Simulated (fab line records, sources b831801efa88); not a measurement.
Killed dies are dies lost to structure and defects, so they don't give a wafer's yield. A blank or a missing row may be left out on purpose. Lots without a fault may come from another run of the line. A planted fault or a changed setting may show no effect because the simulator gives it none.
fab line records | flow sky130
record lots=5 wafers=15 last_day=50
route steps=708 shown VT_ADJUST_LVTN@104 VT_ADJUST_NCORE@119 PAD_OPEN@708
lots that met no fault: from a run of the same line without faults
start_h: hours from the record's first day to the start of the lot's first wafer shown | wait_h: hours since the lot's step before | " the same as in the row above | L1.1+2: a row that stands for several wafers | - no value, or no start given | * or withheld: withheld | < > ~ a bound
route shown NAME@n: a module of which the file shows steps, and the number in the route of the first | usual: mean/standard deviation of fault-free wafers | same: alike in all rows | chamber/n: place in a boat | sites: the reading at each site | _std_site: their standard deviation | _edge_site: outer sites' mean less inner sites' | radius_mm: how far each site lies from the wafer's centre | mask NAME#n: copy n | behind: the tool/chamber that last shaped the wafer | hold: why the lot was held/for how many hours/how that ended | device: the transistor (n, p or np) that didn't switch | end of line: the same wafers' tests at the end of the route | a step without rows: its recipe alone | killed: dies lost to structure and defects at the first sort, not the wafer's yield | map: a wafer's dies, x killed, . not, _ none there
set.NAME: the setting as run; set.NAME@STEP: as run at that earlier step | model.NAME: the simulator's own value behind a step, which no gauge read
lots at some steps of the route; a table a step, a row a wafer
services: from which hour (start_h, from the record's first day; less than 0 if before it) a tool's chamber was out of use, for how many hours, and why
## steps
# step SKY_VT_ADJUST_LVTN_OVL_MEAS_07
# usual VT_ADJUST_LVTN_OVL=0.1/1.3
# columns lot.wafer tool chamber start_h wait_h VT_ADJUST_LVTN_OVL[nm]
L525.1 overlay-01 - 142.94 - 2.6
L525.3 " - " " 2.3
L525.4 " - " " 3.0
L530.4 overlay-02 - 175.26 - -0.3
L530.5 " - " " -1.6
L530.6 " - " " -1.0
L533.1 overlay-02 - 197.80 - 0.5
L533.2 " - " " 1.4
L533.4 " - " " 0.3
L545.2 overlay-02 - 280.95 - 1.2
L545.4 " - " " -0.8
L545.6 " - " " 0.8
L546.1 overlay-01 - 290.54 - 0.4
L546.4 " - " " 0.6
L546.5 " - " " 0.9
# step SKY_VT_ADJUST_LVTN_IMPLANT_08
# recipe species=B energy_kev=30 dose_cm2=1.57e+12 tilt_deg=withheld
# step SKY_VT_ADJUST_LVTN_STRIP_09
# recipe chemistry=O2/N2 power_w=1400 pressure_mtorr=1500 platen_temp_c=withheld o2_flow_sccm=3000 n2_flow_sccm=300 overash_fraction=0.5
# usual drypump_motor_current_A=5.95/0.21 oes_product_au=0.723/0.0046 strip_time_to_endpoint_s=36.94/0.11
# columns lot.wafer tool chamber start_h wait_h drypump_motor_current_A oes_product_au rf_hours_counter_h strip_time_to_endpoint_s
L525.1 plasma_asher-04 1 143.13 0.1 5.81 0.720 3 36.86
L525.3 " 0 " " 6.26 0.728 - 36.93
L525.4 " 1 " " 5.78 0.729 - 36.90
L530.4 plasma_asher-04 1 175.46 0.1 5.81 0.716 - 37.00
L530.5 " 0 " " 6.27 0.716 - 36.98
L530.6 " 1 " " 5.79 0.717 - 36.99
L533.1 plasma_asher-01 0 197.98 0.1 6.06 0.721 38 36.69
L533.2 " 1 " " 5.68 0.717 38 36.79
L533.4 " 0 " " 6.07 0.728 - 36.78
L545.2 plasma_asher-02 0 281.13 0.1 6.07 0.721 58 37.12
L545.4 " 0 " " 6.09 0.727 - 37.12
L545.6 " 1 " " 5.75 0.724 - 37.06
L546.1 plasma_asher-02 1 290.72 0.1 5.73 0.720 59 36.91
L546.4 " 1 " " 5.74 0.724 - 36.95
L546.5 " 1 " " 5.73 0.717 - 36.85
# step SKY_VT_ADJUST_LVTN_TW_MEAS_10
# usual VT_ADJUST_LVTN_TW=244.7/2.2
# columns lot.wafer tool chamber start_h wait_h VT_ADJUST_LVTN_TW
L525.1 film_metro-04 - 143.23 0.1 242.1
L525.3 " - " " 241.0
L525.4 " - " " 241.5
L530.4 film_metro-04 - 175.56 0.1 245.8
L530.5 " - " " 245.8
L530.6 " - " " 245.2
L533.1 film_metro-02 - 198.08 0.1 244.1
L533.2 " - " " 244.3
L533.4 " - " " 244.3
L545.2 film_metro-02 - 281.24 0.1 245.5
L545.4 " - " " 246.2
L545.6 " - " " 247.4
L546.1 film_metro-04 - 290.82 0.1 247.2
L546.4 " - " " 247.7
L546.5 " - " " 247.2
# step SKY_VT_ADJUST_LVTN_DEHYDRATE_11
# recipe temp_c=200 time_s=60
# step SKY_VT_ADJUST_LVTN_HMDS_12
# recipe prime_time_s=60 prime_temp_c=120
# step SKY_VT_ADJUST_LVTN_COAT_13
# recipe resist=NOVOLAK spin_rpm=3000 resist_thk_nm=1140
# step SKY_VT_ADJUST_LVTN_SOFTBAKE_14
# recipe temp_c=90 time_s=60 resist=NOVOLAK
# step SKY_VT_ADJUST_LVTN_EXPOSE_15
# recipe mask_id=HVN_STD_DERIVED na=0.6 source_shape=conventional sigma_outer=0.6 polarization=unpolarized target_cd_nm=600 dose_mj=163
# step SKY_VT_ADJUST_LVTN_PEB_16
# recipe temp_c=withheld time_s=* resist=NOVOLAK
# step SKY_VT_ADJUST_LVTN_DEVELOP_17
# recipe resist=NOVOLAK developer=TMAH develop_time_s=58.13 dev_temp_c=23
# step SKY_VT_ADJUST_LVTN_OVL_MEAS_18
# usual VT_ADJUST_LVTN_01_OVL=-0.9/1.3
# columns lot.wafer tool chamber start_h wait_h VT_ADJUST_LVTN_01_OVL[nm]
L525.1 overlay-01 - 161.10 0.1 -0.8
L525.3 " - " " -0.9
L525.4 " - " " -3.2
L530.4 overlay-02 - 196.52 0.1 -0.8
L530.5 " - " " -1.2
L530.6 " - " " 0.9
L533.1 overlay-01 - 219.44 0.1 -2.1
L533.2 " - " " -1.9
L533.4 " - " " -0.9
L545.2 overlay-01 - 305.55 0.1 -2.2
L545.4 " - " " -1.7
L545.6 " - " " -0.9
L546.1 overlay-02 - 314.89 0.1 -0.4
L546.4 " - " " -1.4
L546.5 " - " " -1.6
# step SKY_VT_ADJUST_LVTN_IMPLANT_19
# recipe species=B energy_kev=30 dose_cm2=6.5e+11 tilt_deg=withheld
# usual dose_ions_cm2=6.502e+11/6.7e+08
# columns lot.wafer tool chamber start_h wait_h dose_ions_cm2
L525.1 implanter-01 0 161.13 0.0 6.496e+11
L525.3 " 0 " " 6.508e+11
L525.4 " 0 " " 6.492e+11
L530.4 implanter-04 0 196.61 0.1 6.508e+11
L530.5 " 0 " " 6.5e+11
L530.6 " 0 " " 6.5e+11
L533.1 implanter-01 0 219.48 0.0 6.505e+11
L533.2 " 0 " " 6.502e+11
L533.4 " 0 " " 6.509e+11
L545.2 implanter-04 0 305.60 0.0 6.52e+11
L545.4 " 0 " " 6.516e+11
L545.6 " 0 " " 6.514e+11
L546.1 implanter-03 0 314.93 0.0 6.487e+11
L546.4 " 0 " " 6.496e+11
L546.5 " 0 " " 6.497e+11
# step SKY_VT_ADJUST_LVTN_STRIP_20
# recipe chemistry=O2/N2 power_w=1400 pressure_mtorr=1500 platen_temp_c=withheld o2_flow_sccm=3000 n2_flow_sccm=300 overash_fraction=0.5
# usual drypump_motor_current_A=5.94/0.2 oes_product_au=0.716/0.0047 strip_time_to_endpoint_s=14.17/0.043
# columns lot.wafer tool chamber start_h wait_h drypump_motor_current_A oes_product_au rf_hours_counter_h strip_time_to_endpoint_s
L525.1 plasma_asher-02 0 161.28 0.1 6.07 0.719 46 14.19
L525.3 " 0 " " 6.02 0.717 - 14.14
L525.4 " 1 " " 5.73 0.720 - 14.19
L530.4 plasma_asher-04 0 196.72 0.1 6.25 0.729 - 14.16
L530.5 " 0 " " 6.27 0.717 - 14.21
L530.6 " 1 " " 5.77 0.709 - 14.19
L533.1 plasma_asher-02 0 219.63 0.1 6.06 0.715 52 14.19
L533.2 " 1 " " 5.74 0.711 52 14.19
L533.4 " 1 " " 5.74 0.707 - 14.15
L545.2 plasma_asher-02 1 305.73 0.1 5.74 0.716 60 14.20
L545.4 " 1 " " 5.75 0.717 - 14.20
L545.6 " 1 " " 5.74 0.707 - 14.22
L546.1 plasma_asher-02 1 315.08 0.1 5.73 0.718 61 14.14
L546.4 " 0 " " 6.06 0.713 - 14.17
L546.5 " 1 " " 5.73 0.722 - 14.15
# step SKY_VT_ADJUST_LVTN_TW_MEAS_21
# usual VT_ADJUST_LVTN_2_TW=191.0/1.5
# columns lot.wafer tool chamber start_h wait_h VT_ADJUST_LVTN_2_TW
L525.1 film_metro-03 - 161.38 0.1 186.8
L525.3 " - " " 187.6
L525.4 " - " " 188.3
L530.4 film_metro-02 - 196.81 0.1 192.4
L530.5 " - " " 192.1
L530.6 " - " " 191.4
L533.1 film_metro-04 - 219.73 0.1 191.0
L533.2 " - " " 180.6
L533.4 " - " " 181.1
L545.2 film_metro-04 - 305.84 0.1 192.6
L545.4 " - " " 192.5
L545.6 " - " " 192.6
L546.1 film_metro-03 - 315.18 0.1 189.3
L546.4 " - " " 188.7
L546.5 " - " " 189.0
# step SKY_VT_ADJUST_NCORE_DEHYDRATE_00
# recipe temp_c=200 time_s=60
# step SKY_PAD_OPEN_PROBE_99
# usual killed_at_M0_to_M3=43/7.3 killed_at_M4_up=3.1/1.7 killed_at_contacts=24/4.7 killed_at_front_end=15/4.6 killed_at_other=0.3/0.55 killed_dies=86/9.7 killed_on_rim=17/4 killed_open=47/6.7 killed_short=39/6.5
# same gross_dies=492 killed_at_back_side=0
# columns lot.wafer tool chamber start_h wait_h killed_at_M0_to_M3 killed_at_M4_up killed_at_contacts killed_at_front_end killed_at_other killed_dies killed_on_rim killed_open killed_short model.etest.res_pwell_under_gate.rs_ohm_sq model.etest.tip_n_5v.rs_ohm_sq_range model.etest.nfet_g5v0d10v5.body_rise_v model.etest.nfet_16v.body_rise_v model.etest.nfet_g5v0d10v5.vt_sat_v model.etest.nfet_g5v0d10v5.vt_v model.etest.nfet_16v.vt_v model.etest.nfet_g5v0d10v5.vt_long_v
L525.1 prober-01 - 1064.06 0.1 44 1 17 19 1 82 18 52 30 2253 36.38 0.6794 0.6713 0.7605 0.8192 0.7652 0.8077
L525.3 prober-01 - 1064.16 0.2 50 2 24 14 0 90 19 44 46 2276 28.55 0.6693 0.6647 0.7545 0.8162 0.765 0.8082
L525.4 prober-01 - 1064.21 0.2 45 2 24 14 0 85 15 53 32 2268 30.24 0.6746 0.6676 0.7498 0.8107 0.7623 0.8106
L530.4 prober-01 - 1110.10 0.2 51 3 25 14 0 93 13 49 44 2289 28.11 0.6771 0.6683 0.7493 0.8088 0.7565 0.7977
L530.5 prober-01 - 1110.15 0.2 47 5 21 20 1 94 16 52 42 2268 38.49 0.678 0.6705 0.7601 0.8181 0.7602 0.8022
L530.6 prober-01 - 1110.20 0.2 42 3 25 10 1 81 19 50 31 2281 34.02 0.682 0.6744 0.7694 0.8281 0.772 0.8169
L533.1 prober-02 - 1123.65 0.1 50 3 25 8 0 86 18 40 46 2267 27.2 0.6779 0.6697 0.7606 0.8151 0.7601 0.8077
L533.2 prober-02 - 1123.70 0.1 45 3 27 16 1 92 14 49 43 2294 45.84 0.6586 0.6498 0.7412 0.8019 0.7572 0.8016
L533.4 prober-02 - 1123.80 0.2 49 1 21 12 0 83 15 48 35 2298 42.8 0.6596 0.6548 0.7543 0.8182 0.7637 0.807
L545.2 prober-01 - 1197.36 0.1 36 3 24 12 0 75 13 31 44 2289 51.99 0.6745 0.6659 0.7687 0.8238 0.7672 0.811
L545.4 prober-01 - 1197.46 0.2 46 0 21 24 1 92 19 53 39 2290 33.66 0.6794 0.6688 0.7577 0.8176 0.765 0.8086
L545.6 prober-01 - 1197.56 0.2 29 6 32 23 0 90 17 48 42 2277 22.92 0.6844 0.6763 0.7756 0.8343 0.7715 0.8179
L546.1 prober-01 - 1200.17 0.1 36 4 32 17 0 89 13 47 42 2294 43.07 0.6934 0.6837 0.773 0.8278 0.7734 0.8151
L546.4 prober-01 - 1200.32 0.2 46 6 21 10 0 83 10 41 42 2275 24.28 0.6905 0.683 0.7812 0.8386 0.7871 0.8284
L546.5 prober-01 - 1200.37 0.2 45 3 25 9 0 82 11 45 37 2270 28.73 0.6885 0.6801 0.7752 0.8345 0.777 0.8207
# killed by level:class
L525.1 VIA1:geometric_particle:open=13 CONTACT:geometric_particle:open=10 FIELD_ISO:geometric_particle:open=7 VIA3:geometric_particle:open=6 METAL2:geometric_particle:short=5 VIA2:geometric_particle:open=5 FIELD_ISO:geometric_particle:short=4 POLY_CUT:geometric_particle:short=3
L525.3 CONTACT:geometric_particle:open=9 VIA3:geometric_particle:open=8 POLY_GATE:geometric_particle:short=7 LI_CONTACT:geometric_particle:open=7 VIA2:geometric_particle:open=6 METAL2:geometric_particle:short=6 METAL3:geometric_particle:short=6 VIA1:geometric_particle:open=5
L525.4 VIA1:geometric_particle:open=14 CONTACT:geometric_particle:open=8 VIA2:geometric_particle:open=8 LI_CONTACT:geometric_particle:open=6 CONTACT:geometric_particle:short=6 METAL2:geometric_particle:short=6 VIA3:geometric_particle:open=6 FIELD_ISO:geometric_particle:short=3
L530.4 CONTACT:geometric_particle:open=11 VIA1:geometric_particle:open=10 VIA2:geometric_particle:open=9 LI_CONTACT:geometric_particle:short=5 VIA1:geometric_particle:short=5 VIA2:geometric_particle:short=5 VIA3:geometric_particle:open=5 VIA3:geometric_particle:short=4
L530.5 VIA3:geometric_particle:open=10 VIA1:geometric_particle:open=9 LI_CONTACT:geometric_particle:open=8 VIA2:geometric_particle:open=8 VIA1:geometric_particle:short=8 POLY_GATE:geometric_particle:short=7 POLY_GATE:geometric_particle:open=5 CONTACT:geometric_particle:short=5
L530.6 LI_CONTACT:geometric_particle:open=10 VIA2:geometric_particle:open=10 VIA1:geometric_particle:open=8 VIA3:geometric_particle:open=7 CONTACT:geometric_particle:open=6 FIELD_ISO:geometric_particle:short=4 CONTACT:geometric_particle:short=4 VIA2:geometric_particle:short=4
L533.1 METAL1:geometric_particle:short=12 CONTACT:geometric_particle:open=9 VIA1:geometric_particle:open=8 VIA1:geometric_particle:short=7 LOCAL_INTERCONNECT:geometric_particle:short=6 LI_CONTACT:geometric_particle:open=5 VIA2:geometric_particle:open=5 VIA3:geometric_particle:open=5
L533.2 CONTACT:geometric_particle:open=10 CONTACT:geometric_particle:short=7 METAL1:geometric_particle:short=7 VIA1:geometric_particle:short=7 VIA1:geometric_particle:open=6 LI_CONTACT:geometric_particle:open=5 VIA3:geometric_particle:short=5 FIELD_ISO:geometric_particle:open=4
L533.4 VIA1:geometric_particle:open=14 POLY_GATE:geometric_particle:open=8 CONTACT:geometric_particle:open=8 METAL2:geometric_particle:open=6 LOCAL_INTERCONNECT:geometric_particle:short=5 METAL1:geometric_particle:short=5 LI_CONTACT:geometric_particle:short=4 VIA3:geometric_particle:open=4
L545.2 LOCAL_INTERCONNECT:geometric_particle:short=12 VIA1:geometric_particle:open=9 VIA1:geometric_particle:short=6 CONTACT:geometric_particle:open=5 VIA2:geometric_particle:open=4 METAL1:geometric_particle:short=4 VIA3:geometric_particle:open=4 POLY_GATE:geometric_particle:open=3
L545.4 VIA1:geometric_particle:open=12 LI_CONTACT:geometric_particle:open=9 VIA2:geometric_particle:open=8 POLY_GATE:geometric_particle:short=7 METAL2:geometric_particle:short=6 CONTACT:geometric_particle:open=5 VIA3:geometric_particle:open=5 FIELD_ISO:geometric_particle:short=4
L545.6 CONTACT:geometric_particle:open=10 VIA1:geometric_particle:open=8 FIELD_ISO:geometric_particle:open=7 LI_CONTACT:geometric_particle:open=7 LOCAL_INTERCONNECT:geometric_particle:short=7 FIELD_ISO:geometric_particle:short=5 CONTACT:geometric_particle:short=5 POLY_GATE:geometric_particle:open=4
L546.1 CONTACT:geometric_particle:open=18 VIA1:geometric_particle:open=9 METAL1:geometric_particle:short=7 CONTACT:geometric_particle:short=6 LI_CONTACT:geometric_particle:open=5 METAL2:geometric_particle:short=5 VIA2:geometric_particle:short=5 FIELD_ISO:geometric_particle:short=4
L546.4 VIA1:geometric_particle:open=15 VIA2:geometric_particle:short=9 LOCAL_INTERCONNECT:geometric_particle:short=6 CONTACT:geometric_particle:open=6 METAL2:geometric_particle:short=6 VIA3:geometric_particle:open=6 POLY_GATE:geometric_particle:short=5 METAL1:geometric_particle:short=4
L546.5 VIA1:geometric_particle:open=12 CONTACT:geometric_particle:open=9 VIA2:geometric_particle:open=9 LOCAL_INTERCONNECT:geometric_particle:short=7 VIA1:geometric_particle:short=7 LI_CONTACT:geometric_particle:open=5 VIA3:geometric_particle:open=5 METAL1:geometric_particle:short=4
## services
# columns tool chamber start_h hours kind
plasma_asher-02 - 148.92 0.8 repair
implanter-04 - 202.20 3.5 repair
plasma_asher-01 - 209.20 3.1 repair
implanter-03 - 214.23 6.5 pm
plasma_asher-02 - 239.38 2.8 pm
implanter-03 - 258.62 0.6 repair
implanter-01 - 265.93 4.7 pm
implanter-03 - 301.15 7.6 repair
plasma_asher-02 - 308.34 0.6 repair
plasma_asher-02 - 308.88 2.0 repair
plasma_asher-01 - 314.39 4.6 repair
## key
first_sign step=SKY_VT_ADJUST_LVTN_TW_MEAS_21 reading=VT_ADJUST_LVTN_2_TW direction=down sigmas=6.6 usual=191.0 struck=180.9
effect none on later readings
model_effect step=SKY_PAD_OPEN_PROBE_99 value=etest.res_pwell_under_gate.rs_ohm_sq without=2260 struck=2296
met_at SKY_VT_ADJUST_LVTN_IMPLANT_19
struck_wafers L533.2,L533.4
tester_left_out L533
onset_between 161.13 219.48
fault kind=process_parameter_drift tool=implanter-01 chamber=- onset_h=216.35 steps=SKY_VT_ADJUST_LVTN_IMPLANT_19 channel=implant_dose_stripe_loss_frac offset=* shape=step end_h=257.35 scope=struck_wafers_only
# tester_left_out: of these lots the tester's yield and bins aren't shown, on N5 and GAA mostly nor the transistor test; their killed dies are dies lost to structure and defects alone, not to doping, threshold or leakage, so they don't give the yield
